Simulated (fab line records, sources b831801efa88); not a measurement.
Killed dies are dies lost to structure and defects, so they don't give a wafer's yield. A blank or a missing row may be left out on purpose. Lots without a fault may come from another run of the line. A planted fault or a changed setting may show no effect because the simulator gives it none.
Chamber matching | flow gf180mcu | GF_MIM_CVD_05 on pecvd-03: 3 sister chambers
The step deposits Si3N4, target thk 42 nm, time 29.086 s. 3 wafers are shown with their chamber, then 12 later ones without.

WAFERS WITH THEIR CHAMBER
wafer  | chamber | heater_power_w (W)
L083.5 | 2       | 504
L087.5 | 1       | 494
L087.6 | 0       | 573

WAFERS WITHOUT THEIR CHAMBER
wafer  | heater_power_w (W)
L089.3 | 503
L089.4 | 495
L089.6 | 524
L092.2 | 557
L092.3 | 540
L092.4 | 561
L094.1 | 531
L094.5 | 427
L094.6 | 547
L096.3 | 516
L096.4 | 428
L096.5 | 546

WHICH CHAMBER EACH WENT THROUGH
wafer  | from the rows above          | in truth
L089.3 | can't be placed: 2 or 1      | 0
L089.4 | can't be placed: 1 or 2      | 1
L089.6 | can't be placed: 2 or 1 or 0 | 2
L092.2 | can't be placed: 0 or 2 or 1 | 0
L092.3 | can't be placed: 0 or 2 or 1 | 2
L092.4 | can't be placed: 0 or 2 or 1 | 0
L094.1 | can't be placed: 2 or 1 or 0 | 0
L094.5 | can't be placed: 1 or 2      | 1
L094.6 | can't be placed: 0 or 2 or 1 | 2
L096.3 | can't be placed: 2 or 1 or 0 | 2
L096.4 | can't be placed: 1 or 2      | 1
L096.5 | can't be placed: 0 or 2 or 1 | 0
Placed correctly: 0 of 12. Can't be placed from these rows: 12 (the true chamber is among the candidates in 11). Placed wrongly: 0.
How it was worked out, from the rows above alone: a wafer's distance from a chamber is the root of the sum, over the readings, of the square of ((its reading less the chamber's mean) divided by the reading's scatter). The wafer belongs to the nearest chamber; if the next one is less than 2 further off, it can't be placed. A chamber's mean is the mean of its shown wafers. The scatter: with one shown wafer a chamber, the root of the mean of the squares of how far each hidden wafer lies from its nearest shown one.
